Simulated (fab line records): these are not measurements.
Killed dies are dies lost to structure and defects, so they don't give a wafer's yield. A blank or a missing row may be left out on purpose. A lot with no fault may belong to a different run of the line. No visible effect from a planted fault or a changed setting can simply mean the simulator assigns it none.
Which tool did it? :: flow sky130 :: 39 wafers from 13 lots sampled at 5 of the route's 708 steps

## WHAT EACH GAUGE READ, for each wafer
SKY_POLY_GATE_THK_MEAS_01. Usual: POLY_GATE_CVD_00_THK typically reads 180.2 nm, with standard deviation 1.4.
lot: L415
measured: day 14 16:45
on: filmMetro-03
POLY_GATE_CVD_00_THK (nm): 179.1 179.1 179.2
flag: 

lot: L417
measured: day 15 05:39
on: filmMetro-04
POLY_GATE_CVD_00_THK (nm): 181.8 178.1 181.2
flag: 

lot: L419
measured: day 16 07:52
on: filmMetro-04
POLY_GATE_CVD_00_THK (nm): 182.4 180.5 180.4
flag: 

lot: L421
measured: day 16 17:34
on: filmMetro-03
POLY_GATE_CVD_00_THK (nm): 181.1 180.2 178.6
flag: 

lot: L422
measured: day 16 17:34
on: filmMetro-02
POLY_GATE_CVD_00_THK (nm): 180.4 180.5 179.9
flag: 

lot: L423
measured: day 16 22:11
on: filmMetro-04
POLY_GATE_CVD_00_THK (nm): 182.5 183.4 183.2
flag: 

lot: L424
measured: day 17 16:41
on: filmMetro-03
POLY_GATE_CVD_00_THK (nm): 179.7 180.4 179.3
flag: 

lot: L425
measured: day 17 16:42
on: filmMetro-04
POLY_GATE_CVD_00_THK (nm): 179.0 178.4 180.7
flag: 

lot: L426
measured: day 18 01:22
on: filmMetro-02
POLY_GATE_CVD_00_THK (nm): 181.0 180.0 179.9
flag: 

lot: L427
measured: day 18 04:29
on: filmMetro-02
POLY_GATE_CVD_00_THK (nm): 183.2 183.2 180.3
flag: 

lot: L436
measured: day 21 05:58
on: filmMetro-03
POLY_GATE_CVD_00_THK (nm): 179.3 180.5 180.7
flag: 

lot: L437
measured: day 21 08:34
on: filmMetro-02
POLY_GATE_CVD_00_THK (nm): 178.4 176.8 178.4
flag: 

lot: L438
measured: day 21 14:22
on: filmMetro-02
POLY_GATE_CVD_00_THK (nm): 178.1 179.5 179.5
flag: 

SKY_POLY_GATE_OVL_MEAS_14. Usual: POLY_GATE_OVL typically reads 0 nm, with standard deviation 5.6.
lot: L415
measured: day 17 01:34
on: overlay-01
POLY_GATE_OVL (nm): -7 -7 -1
flag: 

lot: L417
measured: day 17 15:23
on: overlay-02
POLY_GATE_OVL (nm): 2 3 7
flag: 

lot: L419
measured: day 18 21:05
on: overlay-02
POLY_GATE_OVL (nm): -5 -1 -1
flag: 

lot: L421
measured: day 19 06:25
on: overlay-02
POLY_GATE_OVL (nm): -2 -4 -7
flag: 

lot: L422
measured: day 19 07:40
on: overlay-01
POLY_GATE_OVL (nm): 11 5 3
flag: 

lot: L423
measured: day 19 12:45
on: overlay-01
POLY_GATE_OVL (nm): 0 -4 -5
flag: 

lot: L424
measured: day 20 07:46
on: overlay-01
POLY_GATE_OVL (nm): 9 5 10
flag: 

lot: L425
measured: day 20 07:07
on: overlay-02
POLY_GATE_OVL (nm): 8 3 2
flag: 

lot: L426
measured: day 20 19:35
on: overlay-02
POLY_GATE_OVL (nm): -1 6 -2
flag: 

lot: L427
measured: day 20 21:12
on: overlay-02
POLY_GATE_OVL (nm): 3 -1 2
flag: 

lot: L436
measured: day 23 22:35
on: overlay-02
POLY_GATE_OVL (nm): 4 7 5
flag: 

lot: L437
measured: day 24 00:58
on: overlay-02
POLY_GATE_OVL (nm): -9 -3 -1
flag: 

lot: L438
measured: day 24 06:46
on: overlay-01
POLY_GATE_OVL (nm): 0 3 13
flag: 

SKY_LDD_HVP_TW_MEAS_10. Usual: LDD_HVP_TW typically reads 455.8, with standard deviation 2.8.
lot: L415
measured: day 22 09:03
on: filmMetro-02
LDD_HVP_TW: 452.7 454.0 454.4
flag: 

lot: L417
measured: day 22 21:23
on: filmMetro-02
LDD_HVP_TW: 454.6 455.4 454.5
flag: 

lot: L419
measured: day 24 03:39
on: filmMetro-01
LDD_HVP_TW: 456.3 458.7 459.7
flag: 

lot: L421
measured: day 24 11:22
on: filmMetro-02
LDD_HVP_TW: 452.1 451.3 450.6
flag: 

lot: L422
measured: day 24 13:44
on: filmMetro-01
LDD_HVP_TW: 456.6 457.2 459.0
flag: 

lot: L423
measured: day 24 18:14
on: filmMetro-02
LDD_HVP_TW: 449.7 451.1 454.2
flag: 

lot: L424
measured: day 25 11:59
on: filmMetro-01
LDD_HVP_TW: 455.1 458.2 459.7
flag: 

lot: L425
measured: day 25 10:56
on: filmMetro-02
LDD_HVP_TW: 451.5 452.5 450.0
flag: 

lot: L426
measured: day 25 23:12
on: filmMetro-04
LDD_HVP_TW: 455.4 454.5 458.6
flag: 

lot: L427
measured: day 26 01:04
on: filmMetro-04
LDD_HVP_TW: 458.9 455.5 456.2
flag: 

lot: L436
measured: day 29 00:15
on: filmMetro-04
LDD_HVP_TW: 458.5 461.3 459.1
flag: 

lot: L437
measured: day 29 02:25
on: filmMetro-04
LDD_HVP_TW: 479.2 476.8 478.3
flag: OFF

lot: L438
measured: day 29 09:52
on: filmMetro-02
LDD_HVP_TW: 476.8 478.5 476.1
flag: OFF

SKY_POLY_CUT_CD_MEAS_08: the cd target is 270 nm. Usual: 270.1 nm for cdNm, sd 1.6.
lot: L415
measured: day 24 22:35
on: cdSem-02
cdNm (nm): 269.9 268.7 269.2
flag: 

lot: L417
measured: day 25 11:30
on: cdSem-01
cdNm (nm): 269.2 268.5 269.5
flag: 

lot: L419
measured: day 26 17:14
on: cdSem-01
cdNm (nm): 270.9 271.2 270.4
flag: 

lot: L421
measured: day 27 01:07
on: cdSem-01
cdNm (nm): 270.8 269.3 270.3
flag: 

lot: L422
measured: day 27 02:53
on: cdSem-02
cdNm (nm): 271.9 272.3 273.0
flag: 

lot: L423
measured: day 27 07:18
on: cdSem-02
cdNm (nm): 270.5 270.1 269.6
flag: 

lot: L424
measured: day 28 02:05
on: cdSem-01
cdNm (nm): 270.1 271.1 271.2
flag: 

lot: L425
measured: day 28 00:27
on: cdSem-02
cdNm (nm): 270.6 269.6 268.5
flag: 

lot: L426
measured: day 28 12:38
on: cdSem-01
cdNm (nm): 268.7 269.2 268.7
flag: 

lot: L427
measured: day 28 14:11
on: cdSem-01
cdNm (nm): 268.9 269.4 269.1
flag: 

lot: L436
measured: day 31 11:40
on: cdSem-01
cdNm (nm): 267.8 268.3 267.6
flag: 

lot: L437
measured: day 31 11:41
on: cdSem-02
cdNm (nm): 268.4 269.1 269.2
flag: 

lot: L438
measured: day 31 19:23
on: cdSem-01
cdNm (nm): 269.7 270.4 270.1
flag: 

## WHAT TOOL EACH LOT RAN ON (gives the tool, then ch and the chambers of the sampled wafers, and finally the start)
lot: L415
SKY_LDD_HVP_IMPLANT_08: implanter-04 ch 0, day 22 08:48

lot: L417
SKY_LDD_HVP_IMPLANT_08: implanter-01 ch 0, day 22 21:10

lot: L419
SKY_LDD_HVP_IMPLANT_08: implanter-02 ch 0, day 24 03:24

lot: L421
SKY_LDD_HVP_IMPLANT_08: implanter-04 ch 0, day 24 11:08

lot: L422
SKY_LDD_HVP_IMPLANT_08: implanter-01 ch 0, day 24 13:30

lot: L423
SKY_LDD_HVP_IMPLANT_08: implanter-02 ch 0, day 24 18:00

lot: L424
SKY_LDD_HVP_IMPLANT_08: implanter-04 ch 0, day 25 11:45

lot: L425
SKY_LDD_HVP_IMPLANT_08: implanter-01 ch 0, day 25 10:44

lot: L426
SKY_LDD_HVP_IMPLANT_08: implanter-01 ch 0, day 25 22:57

lot: L427
SKY_LDD_HVP_IMPLANT_08: implanter-02 ch 0, day 26 00:49

lot: L436
SKY_LDD_HVP_IMPLANT_08: implanter-04 ch 0, day 29 00:00

lot: L437
SKY_LDD_HVP_IMPLANT_08: implanter-02 ch 0, day 29 02:10

lot: L438
SKY_LDD_HVP_IMPLANT_08: implanter-02 ch 0, day 29 09:37
- SKY_LDD_HVP_IMPLANT_08

## AS READ BY THE TOOLS THEMSELVES (means over the sampled wafers that have a number; for cases with no such wafer, the mark the record gives instead)
SKY_LDD_HVP_IMPLANT_08. Usual: beamEnergyKeV 20.002, standard deviation 0.0058; tiltDeg 17.901 degrees, standard deviation 0.019.
lot: L415
tool: implanter-04
beamEnergyKeV: 20.010
tiltDeg (degrees): 17.891
flag: 

lot: L417
tool: implanter-01
beamEnergyKeV: 20.004
tiltDeg (degrees): 17.908
flag: 

lot: L419
tool: implanter-02
beamEnergyKeV: 19.998
tiltDeg (degrees): 17.924
flag: 

lot: L421
tool: implanter-04
beamEnergyKeV: 19.996
tiltDeg (degrees): 17.914
flag: 

lot: L422
tool: implanter-01
beamEnergyKeV: 20.003
tiltDeg (degrees): 17.878
flag: 

lot: L423
tool: implanter-02
beamEnergyKeV: 20.004
tiltDeg (degrees): 17.877
flag: 

lot: L424
tool: implanter-04
beamEnergyKeV: 20.000
tiltDeg (degrees): 17.908
flag: 

lot: L425
tool: implanter-01
beamEnergyKeV: 20.003
tiltDeg (degrees): 17.906
flag: 

lot: L426
tool: implanter-01
beamEnergyKeV: 20.006
tiltDeg (degrees): 17.892
flag: 

lot: L427
tool: implanter-02
beamEnergyKeV: 20.001
tiltDeg (degrees): 17.899
flag: 

lot: L436
tool: implanter-04
beamEnergyKeV: 20.001
tiltDeg (degrees): 17.890
flag: 

lot: L437
tool: implanter-02
beamEnergyKeV: 24.622
tiltDeg (degrees): 17.909
flag: OFF

lot: L438
tool: implanter-02
beamEnergyKeV: 24.624
tiltDeg (degrees): 17.914
flag: OFF

## THE ANSWER, worked out from the rows above alone
Rule: a lot counts as off when the mean over its wafers that have a number is more than 3 standard deviations away from the usual mean. Also off: a lot with no number at a reading for which 4 or more lots have one. Where the step has rows for the other lots, those lots are counted as sound. The gauges are gone through in route order, then the tools' own readings, and for those a lot's mean is taken as printed above. At the first step where some lot is off, the reading lying furthest off is the one used; lots without a number count as furthest.
Off: L437, L438, at SKY_LDD_HVP_TW_MEAS_10 (LDD_HVP_TW).
A tool fits if, at a process step before that reading, it ran every lot that is off, and no sound lot after the first of them. Not tried: the gauges at SKY_LDD_HVP_TW_MEAS_10; whatever is off there is also off at SKY_LDD_HVP_IMPLANT_08, on other tools, and gauge error can't account for it. One candidate fits, namely implanter-02 at SKY_LDD_HVP_IMPLANT_08. Its last sound lot is L427 (day 26 00:49), its first lot that is off L437 (day 29 02:10): a fault that began between those two fits.
On the lots that are off, the tool's own readings at SKY_LDD_HVP_IMPLANT_08 differ by more than 5 times the standard deviation of the sound lots' means, which bears it out; beamEnergyKeV reads 24.623 there versus 20.002 on the sound lots.

## WHAT THE SIMULATOR PUT IN
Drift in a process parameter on implanter-02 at SKY_LDD_HVP_IMPLANT_08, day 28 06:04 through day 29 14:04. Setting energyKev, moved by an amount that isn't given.
Struck lots among those shown: L437, L438. Same finding as the rule above.
